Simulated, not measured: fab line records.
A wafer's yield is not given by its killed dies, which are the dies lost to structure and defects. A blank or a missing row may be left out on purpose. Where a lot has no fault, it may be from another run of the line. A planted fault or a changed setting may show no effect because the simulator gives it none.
Chamber matching	flow gf180mcu	GF_V2_CMP_04 on cmp-01: 4 sister chambers
The step polishes SiO2. 4 wafers are shown with their chamber, then 7 later ones without.

## WAFERS, EACH WITH ITS CHAMBER
wafer	chamber	motor current A (A)
L240.1	2	12.6
L241.1	0	10.5
L245.3	1	11.3
L245.4	3	13.5

## WAFERS WITHOUT THEIR CHAMBER
wafer	motor current A (A)
L245.5	12.9
L248.3	14.1
L248.4	10.0
L248.6	12.2
L258.2	12.5
L258.5	14.7
L258.6	13.0

## THE CHAMBER EACH PASSED THROUGH
wafer	from the rows above	in truth
L245.5	can't be placed: 2 or 3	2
L248.3	can't be placed: 3 or 2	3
L248.4	can't be placed: 0 or 1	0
L248.6	can't be placed: 2 or 1 or 3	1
L258.2	can't be placed: 2 or 3 or 1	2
L258.5	can't be placed: 3 or 2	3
L258.6	can't be placed: 2 or 3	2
Correctly placed: 0 of 7. These rows do not allow placing 7 (true chamber among the candidates in 7). Placed wrongly: 0.
How it was worked out, from the rows above alone: a wafer's distance from a chamber is the root of the sum, over the readings, of the square of ((its reading less the chamber's mean) divided by the reading's scatter). The wafer belongs to the nearest chamber; if the next one is less than 2 further off, it can't be placed. For every chamber, the mean is computed from those of its wafers that are shown. The scatter: root of mean squared gap, hidden wafer to nearest shown wafer, with one shown wafer a chamber.
